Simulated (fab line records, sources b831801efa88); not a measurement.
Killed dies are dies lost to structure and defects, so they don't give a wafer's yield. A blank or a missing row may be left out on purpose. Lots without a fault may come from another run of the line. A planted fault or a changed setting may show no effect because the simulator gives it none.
One fault seen from 2 desks | flow gf180mcu | each desk has only its own numbers; what lay behind them comes last

THE METROLOGY DESK
What the gauges read, lot by lot, whatever tool the lot ran on: means of the sampled wafers that have a number. A lot is out of limits, marked OUT, if its mean lies more than 4 standard deviations from the usual mean; the brackets give that distance.
Columns: A = MVSD_RS at GF_VT_IMPLANT_RS_MEAS_46, usual 462.7 ohm/sq; B = NWELL_RS at GF_VT_IMPLANT_RS_MEAS_47, usual 486.9 ohm/sq; C = cd_nm at GF_M2_CD_MEAS_14, usual 278.9 nm
lot  | first seen here | A                | B     | C
L781 | day 7 14:38     | 464.9            | 489.4 | 278.8
L782 | day 7 20:01     | 462.8            | 486.9 | 277.7
L784 | day 8 10:52     | 463.4            | 488.0 | 279.5
L787 | day 9 08:27     | 461.8            | 488.9 | 278.6
L788 | day 9 10:01     | 465.4            | 488.2 | 279.9
L791 | day 10 10:55    | 450.9 (-9.8) OUT | 486.9 | 277.8
L796 | day 11 17:57    | 463.1            | 486.2 | 280.2
L797 | day 12 01:57    | 450.5 (-10) OUT  | 485.0 | 281.0
L799 | day 12 12:55    | 462.1            | 486.2 | 278.6
L801 | day 13 11:31    | 462.5            | 487.6 | 279.7
L802 | day 13 13:32    | 462.2            | 486.3 | 279.6
L803 | day 13 14:49    | 463.0            | 484.7 | 278.7
This desk's finding: out of limits on L791, L797; first on L791, day 10 10:55 (MVSD_RS at GF_VT_IMPLANT_RS_MEAS_46). In limits: L781, L782, L784, L787, L788, L796, L799, L801, L802, L803.

THE TOOL OWNER'S DESK: implanter-04
The tool's own readings at GF_MVSD_IMPLANT_09: means of the sampled wafers that have a number, for each lot that ran on this tool. A lot is out of limits, marked OUT, if its mean lies more than 4 standard deviations from the usual mean; the brackets give that distance.
Columns: A = beam_on_s at GF_MVSD_IMPLANT_09, usual 10.01 s; B = dose_ions_cm2 at GF_MVSD_IMPLANT_09, usual 4.998e+12; C = faraday_current_uA at GF_MVSD_IMPLANT_09, usual 28.2
lot  | first seen here | A     | B                           | C
L781 | day 4 10:46     | 10.08 | 5.003e+12                   | 27.9
L782 | day 4 16:02     | 10.08 | 4.995e+12                   | 28.0
L784 | day 5 04:32     | 9.90  | 5.001e+12                   | 28.4
L791 | day 6 21:44     | 10.11 | 5.814e+12 (+99 or more) OUT | 32.3 (+7.0) OUT
L797 | day 8 08:11     | 10.11 | 5.814e+12 (+99 or more) OUT | 32.5 (+7.3) OUT
This desk's finding: out of limits on L791, L797; first on L791, day 6 21:44 (dose_ions_cm2 at GF_MVSD_IMPLANT_09). In limits: L781, L782, L784.

PUT TOGETHER
The tool owner's desk could have raised an alarm at day 6 21:44, on L791, L797.
The metrology desk could have raised an alarm at day 10 10:55, on L791, L797.
Of the lots named, all ran GF_MVSD_IMPLANT_09 on implanter-04.

WHAT THE SIMULATOR HAD PUT IN
Process parameter drift: implanter-04, from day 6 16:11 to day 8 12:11, at GF_MVSD_IMPLANT_09. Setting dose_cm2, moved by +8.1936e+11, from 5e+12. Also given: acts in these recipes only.
Lots struck among those shown: L791, L797.
Hours from the fault's start to each desk's first reading out of limits: the tool owner's desk, 6; the metrology desk, 91.
